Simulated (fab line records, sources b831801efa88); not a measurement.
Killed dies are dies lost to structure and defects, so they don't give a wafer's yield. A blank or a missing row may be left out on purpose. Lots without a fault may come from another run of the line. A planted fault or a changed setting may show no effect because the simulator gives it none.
Problem report in the 8D (eight disciplines) form, filled by code | flow gf180mcu | the parts of the form that need people (team, actions taken, sign-off) are left out

1. THE PROBLEM
MVPSD_TW at GF_MVPSD_TW_MEAS_11 reads a mean of 601 on 9 wafers of 3 lots; wafers without a fault read 554 with a standard deviation of 5.2. That is +9.1 standard deviations from the usual mean.
First seen on wafer L493.2, day 9 19:50, on film_metro-03. The record holds 33 wafers of 11 lots with a number at this step. Rule for "out", or "out of limits": more than 4 standard deviations from the usual mean. The other wafers with a number count as sound.

2. WHAT IT IS AND WHAT IT IS NOT
question                    | is                                          | is not
which readings at this step | MVPSD_TW                                    | -
which lots                  | L493, L494, L496                            | L475, L478, L480, L483, L484, L487, L489, L490
which wafers of those lots  | all that have a number                      | -
read on which gauges        | film_metro-02, film_metro-03, film_metro-04 | -
when                        | from day 9 19:50                            | up to then (24 sound wafers)

3. SUSPECTS, AND WHAT RULES EACH OUT
Counting: a tool at a process step up to the reading stays a suspect if it ran every lot that is out and no sound lot after the first of them.
- the gauge at GF_MVPSD_TW_MEAS_11: ruled out. The wafers that are out were read on 3 gauges (film_metro-02, film_metro-03, film_metro-04).
- implanter-04 at GF_MVPSD_IMPLANT_08: kept. It ran every lot that is out, first L493 (day 9 19:27), and no sound lot after that; its last sound lot up to then is L490 (day 8 23:26). Its own readings are out on those wafers: tilt_deg.
Left after counting: implanter-04 at GF_MVPSD_IMPLANT_08.

4. THE CAUSE (what the simulator had put in)
Process parameter drift: implanter-04, from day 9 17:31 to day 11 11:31, at GF_MVPSD_IMPLANT_08. Setting tilt_deg, moved by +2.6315, from 0. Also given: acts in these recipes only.
Counting left only this tool.

5. THE CHAIN OF EFFECTS, in route order
Each row: a reading whose mean over the struck wafers that have a number lies more than 3 standard deviations from the usual. Only readings for which the record gives a usual standard deviation are gone through. hours: the time from each lot's start at the first step in this table that gives one to its start at this step, as a median over the lots. sigmas: the change in usual standard deviations.
hours | step                     | reading  | usual          | on struck wafers | change | sigmas
0     | GF_MVPSD_IMPLANT_08      | tilt_deg | -0.001 degrees | 2.632            | +2.633 | +99 or more
0     | GF_MVPSD_TW_MEAS_11      | MVPSD_TW | 554            | 601              | +47    | +9.1
78    | GF_VT_IMPLANT_RS_MEAS_49 | MVPSD_RS | 1166.9 ohm/sq  | 1289.8           | +122.9 | +51
The process steps in it:
- GF_MVPSD_IMPLANT_08

6. WHAT WOULD HAVE CAUGHT IT SOONER
In this record the first reading out of limits at a measuring or inspecting step was taken at day 9 19:50, 2 hours after the fault began at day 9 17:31.
The tool's own readings at GF_MVPSD_IMPLANT_08 were out on every struck wafer that the step has a row for (tilt_deg): an alarm limit on them would have fired on the first of those.
Of the lots that are out (3), L494, L496 began GF_MVPSD_IMPLANT_08 on implanter-04 after day 9 19:50. A hold on the tool at that time would have spared those 2.
